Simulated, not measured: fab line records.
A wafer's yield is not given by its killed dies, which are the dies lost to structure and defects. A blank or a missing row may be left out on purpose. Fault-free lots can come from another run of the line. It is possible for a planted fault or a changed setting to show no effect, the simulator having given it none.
Which tool is to blame? || flow sky130 || 36 wafers from 12 lots sampled at 4 of the route's 708 steps

## WHAT EACH GAUGE READ, for each wafer
SKY_VIA2_CD_MEAS_12: the cd target is 200 nm. Usual: cd-nm reads 200.3 nm (standard deviation 1.4).
{"lot": "L432", "measured": "day 36 13:23", "on": "cd-sem-01", "cd-nm (nm)": "199.9 198.5 199.2", "flag": ""}
{"lot": "L433", "measured": "day 36 16:02", "on": "cd-sem-02", "cd-nm (nm)": "201.0 198.1 198.2", "flag": ""}
{"lot": "L435", "measured": "day 37 05:32", "on": "cd-sem-02", "cd-nm (nm)": "202.1 203.7 200.6", "flag": ""}
{"lot": "L436", "measured": "day 37 09:14", "on": "cd-sem-02", "cd-nm (nm)": "200.4 201.2 199.9", "flag": ""}
{"lot": "L438", "measured": "day 37 21:05", "on": "cd-sem-01", "cd-nm (nm)": "200.7 201.0 201.1", "flag": ""}
{"lot": "L440", "measured": "day 38 16:25", "on": "cd-sem-02", "cd-nm (nm)": "199.8 200.3 199.3", "flag": ""}
{"lot": "L441", "measured": "day 38 20:45", "on": "cd-sem-01", "cd-nm (nm)": "202.4 202.3 202.0", "flag": ""}
{"lot": "L442", "measured": "day 38 22:56", "on": "cd-sem-01", "cd-nm (nm)": "199.2 198.1 198.5", "flag": ""}
{"lot": "L443", "measured": "day 39 12:02", "on": "cd-sem-01", "cd-nm (nm)": "200.7 200.3 201.9", "flag": ""}
{"lot": "L444", "measured": "day 39 17:17", "on": "cd-sem-02", "cd-nm (nm)": "201.1 200.7 201.8", "flag": ""}
{"lot": "L448", "measured": "day 41 10:07", "on": "cd-sem-02", "cd-nm (nm)": "200.3 202.0 202.5", "flag": ""}
{"lot": "L450", "measured": "day 41 22:41", "on": "cd-sem-01", "cd-nm (nm)": "200.4 202.1 201.3", "flag": ""}

SKY_CAPM_THK_MEAS_04: measures by xrf. Usual: CAPM_TIN_THK 202.0 nm, standard deviation 2.
{"lot": "L432", "measured": "day 36 15:34", "on": "film-metro-03", "CAPM_TIN_THK (nm)": "199.5 198.4 202.3", "flag": ""}
{"lot": "L433", "measured": "day 36 18:08", "on": "film-metro-04", "CAPM_TIN_THK (nm)": "201.6 203.8 203.4", "flag": ""}
{"lot": "L435", "measured": "day 37 07:33", "on": "film-metro-04", "CAPM_TIN_THK (nm)": "199.6 200.6 198.6", "flag": ""}
{"lot": "L436", "measured": "day 37 11:15", "on": "film-metro-04", "CAPM_TIN_THK (nm)": "202.0 201.7 201.4", "flag": ""}
{"lot": "L438", "measured": "day 37 23:03", "on": "film-metro-01", "CAPM_TIN_THK (nm)": "204.1 204.4 203.8", "flag": ""}
{"lot": "L440", "measured": "day 38 18:25", "on": "film-metro-04", "CAPM_TIN_THK (nm)": "202.0 202.1 201.4", "flag": ""}
{"lot": "L441", "measured": "day 38 22:44", "on": "film-metro-01", "CAPM_TIN_THK (nm)": "199.7 196.9 197.8", "flag": ""}
{"lot": "L442", "measured": "day 39 00:56", "on": "film-metro-04", "CAPM_TIN_THK (nm)": "204.5 205.2 205.0", "flag": ""}
{"lot": "L443", "measured": "day 39 14:19", "on": "film-metro-01", "CAPM_TIN_THK (nm)": "202.8 203.1 204.8", "flag": ""}
{"lot": "L444", "measured": "day 39 19:19", "on": "film-metro-01", "CAPM_TIN_THK (nm)": "200.4 202.2 200.8", "flag": ""}
{"lot": "L448", "measured": "day 41 12:07", "on": "film-metro-04", "CAPM_TIN_THK (nm)": "201.4 202.7 202.0", "flag": ""}
{"lot": "L450", "measured": "day 42 00:43", "on": "film-metro-01", "CAPM_TIN_THK (nm)": "202.5 202.5 202.2", "flag": ""}

## EACH LOT AND THE TOOL THAT RAN IT (in order: tool; ch and the chambers of the sampled wafers; start)
{"lot": "L432", "SKY_METAL2_ETCH_18": "rie-metal-01 ch 0,1, day 35 10:07", "SKY_METAL3_SPUTTER_01": "pvd-sputter-04, day 36 15:05"}
{"lot": "L433", "SKY_METAL2_ETCH_18": "rie-metal-04 ch 1, day 35 13:41", "SKY_METAL3_SPUTTER_01": "pvd-sputter-04, day 36 17:31"}
{"lot": "L435", "SKY_METAL2_ETCH_18": "rie-metal-03 ch 0,1, day 36 03:43", "SKY_METAL3_SPUTTER_01": "pvd-sputter-03, day 37 07:06"}
{"lot": "L436", "SKY_METAL2_ETCH_18": "rie-metal-01 ch 0,1, day 36 06:32", "SKY_METAL3_SPUTTER_01": "pvd-sputter-04, day 37 10:48"}
{"lot": "L438", "SKY_METAL2_ETCH_18": "rie-metal-01 ch 0,1, day 36 18:20", "SKY_METAL3_SPUTTER_01": "pvd-sputter-03, day 37 22:35"}
{"lot": "L440", "SKY_METAL2_ETCH_18": "rie-metal-04 ch 0,1, day 37 14:37", "SKY_METAL3_SPUTTER_01": "pvd-sputter-01, day 38 17:58"}
{"lot": "L441", "SKY_METAL2_ETCH_18": "rie-metal-01 ch 0,1, day 37 18:17", "SKY_METAL3_SPUTTER_01": "pvd-sputter-03, day 38 22:16"}
{"lot": "L442", "SKY_METAL2_ETCH_18": "rie-metal-04 ch 0,1, day 37 20:31", "SKY_METAL3_SPUTTER_01": "pvd-sputter-04, day 39 00:29"}
{"lot": "L443", "SKY_METAL2_ETCH_18": "rie-metal-04 ch 0,1, day 38 10:07", "SKY_METAL3_SPUTTER_01": "pvd-sputter-04, day 39 13:52"}
{"lot": "L444", "SKY_METAL2_ETCH_18": "rie-metal-01 ch 0,1, day 38 15:19", "SKY_METAL3_SPUTTER_01": "pvd-sputter-04, day 39 18:52"}
{"lot": "L448", "SKY_METAL2_ETCH_18": "rie-metal-03 ch 0,1, day 40 09:10", "SKY_METAL3_SPUTTER_01": "pvd-sputter-04, day 41 11:40"}
{"lot": "L450", "SKY_METAL2_ETCH_18": "rie-metal-03 ch 0,1, day 40 21:04", "SKY_METAL3_SPUTTER_01": "pvd-sputter-03, day 42 00:17"}
- SKY_METAL2_ETCH_18: etches BARC in N2/H2, stops on SiO2, time 45.9 s, target depth 60 nm.
- SKY_METAL3_SPUTTER_01: material TiN, target thk 20 nm, time 16.7 s.

## AS READ BY THE TOOLS THEMSELVES (means over the sampled wafers that have a number; for cases with no such wafer, the mark the record gives instead)
SKY_METAL2_ETCH_18. Usual: drypump-motor-current-A 5.8 A, standard deviation 0.45; oes-product-au 0.855 a.u., standard deviation 0.005; throttle-valve-pct 13.224 %, standard deviation 0.0083.
{"lot": "L432", "tool": "rie-metal-01", "drypump-motor-current-A (A)": 5.4, "oes-product-au (a.u.)": 0.853, "throttle-valve-pct (%)": 13.227, "flag": ""}
{"lot": "L433", "tool": "rie-metal-04", "drypump-motor-current-A (A)": 6.0, "oes-product-au (a.u.)": 0.852, "throttle-valve-pct (%)": 13.227, "flag": ""}
{"lot": "L435", "tool": "rie-metal-03", "drypump-motor-current-A (A)": 5.8, "oes-product-au (a.u.)": 0.849, "throttle-valve-pct (%)": 13.219, "flag": ""}
{"lot": "L436", "tool": "rie-metal-01", "drypump-motor-current-A (A)": 5.4, "oes-product-au (a.u.)": 0.854, "throttle-valve-pct (%)": 13.220, "flag": ""}
{"lot": "L438", "tool": "rie-metal-01", "drypump-motor-current-A (A)": 5.3, "oes-product-au (a.u.)": 0.856, "throttle-valve-pct (%)": 13.230, "flag": ""}
{"lot": "L440", "tool": "rie-metal-04", "drypump-motor-current-A (A)": 6.2, "oes-product-au (a.u.)": 0.858, "throttle-valve-pct (%)": 13.223, "flag": ""}
{"lot": "L441", "tool": "rie-metal-01", "drypump-motor-current-A (A)": 5.3, "oes-product-au (a.u.)": 0.856, "throttle-valve-pct (%)": 13.226, "flag": ""}
{"lot": "L442", "tool": "rie-metal-04", "drypump-motor-current-A (A)": 6.2, "oes-product-au (a.u.)": 0.848, "throttle-valve-pct (%)": 13.220, "flag": ""}
{"lot": "L443", "tool": "rie-metal-04", "drypump-motor-current-A (A)": 6.1, "oes-product-au (a.u.)": 0.853, "throttle-valve-pct (%)": 13.222, "flag": ""}
{"lot": "L444", "tool": "rie-metal-01", "drypump-motor-current-A (A)": 5.4, "oes-product-au (a.u.)": 0.856, "throttle-valve-pct (%)": 13.223, "flag": ""}
{"lot": "L448", "tool": "rie-metal-03", "drypump-motor-current-A (A)": 5.7, "oes-product-au (a.u.)": 0.851, "throttle-valve-pct (%)": 13.221, "flag": ""}
{"lot": "L450", "tool": "rie-metal-03", "drypump-motor-current-A (A)": 6.1, "oes-product-au (a.u.)": 0.857, "throttle-valve-pct (%)": 13.228, "flag": ""}

SKY_METAL3_SPUTTER_01. Usual: chamber-pressure-pa 0.3999 Pa, standard deviation 0.0008; throttle-valve-pct 30.1 %, standard deviation 1.2.
{"lot": "L432", "tool": "pvd-sputter-04", "chamber-pressure-pa (Pa)": 0.3995, "throttle-valve-pct (%)": 30.2, "flag": ""}
{"lot": "L433", "tool": "pvd-sputter-04", "chamber-pressure-pa (Pa)": 0.4007, "throttle-valve-pct (%)": 30.6, "flag": ""}
{"lot": "L435", "tool": "pvd-sputter-03", "chamber-pressure-pa (Pa)": 0.4000, "throttle-valve-pct (%)": 30.7, "flag": ""}
{"lot": "L436", "tool": "pvd-sputter-04", "chamber-pressure-pa (Pa)": 0.3996, "throttle-valve-pct (%)": 30.4, "flag": ""}
{"lot": "L438", "tool": "pvd-sputter-03", "chamber-pressure-pa (Pa)": 0.4008, "throttle-valve-pct (%)": 30.6, "flag": ""}
{"lot": "L440", "tool": "pvd-sputter-01", "chamber-pressure-pa (Pa)": 0.4005, "throttle-valve-pct (%)": 29.1, "flag": ""}
{"lot": "L441", "tool": "pvd-sputter-03", "chamber-pressure-pa (Pa)": 0.3990, "throttle-valve-pct (%)": 29.2, "flag": ""}
{"lot": "L442", "tool": "pvd-sputter-04", "chamber-pressure-pa (Pa)": 0.4008, "throttle-valve-pct (%)": 30.5, "flag": ""}
{"lot": "L443", "tool": "pvd-sputter-04", "chamber-pressure-pa (Pa)": 0.3996, "throttle-valve-pct (%)": 30.3, "flag": ""}
{"lot": "L444", "tool": "pvd-sputter-04", "chamber-pressure-pa (Pa)": 0.3999, "throttle-valve-pct (%)": 30.3, "flag": ""}
{"lot": "L448", "tool": "pvd-sputter-04", "chamber-pressure-pa (Pa)": 0.3844, "throttle-valve-pct (%)": 30.7, "flag": "OFF"}
{"lot": "L450", "tool": "pvd-sputter-03", "chamber-pressure-pa (Pa)": 0.3998, "throttle-valve-pct (%)": 30.8, "flag": ""}

## THE ANSWER, worked out from the rows above alone
Rule: lot off if the mean of its wafers having a number is beyond 3 standard deviations from the usual mean. Also off: a lot with no number at a reading for which 4 or more lots have one. Where the step has rows for the other lots, those lots are counted as sound. First the gauges in route order, then the tools' own readings, where a lot's mean is used as printed above. The first step at which some lot is off is used, and at that step the reading that is off furthest; a lot without a number counts as furthest.
Off at SKY_METAL3_SPUTTER_01 (chamber-pressure-pa): L448.
A tool fits if, at that step or a process step before it, it ran every lot that is off, and no sound lot after the first of them. One fits: pvd-sputter-04 at SKY_METAL3_SPUTTER_01. Its last sound lot is L444 (day 39 18:52), its first lot that is off L448 (day 41 11:40): a fault that began between those two fits.
The tool's own readings at SKY_METAL3_SPUTTER_01 bear it out: on the lots that are off they differ by more than 5 times the standard deviation of the sound lots' means. chamber-pressure-pa reads 0.3844 Pa there against 0.4000 Pa on the sound lots.

## WHAT WAS PUT IN BY THE SIMULATOR
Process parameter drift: pvd-sputter-04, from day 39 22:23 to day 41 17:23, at SKY_METAL3_SPUTTER_01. A move of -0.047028 in setting chamber-pressure-pa, from 0.4. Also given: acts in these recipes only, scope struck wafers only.
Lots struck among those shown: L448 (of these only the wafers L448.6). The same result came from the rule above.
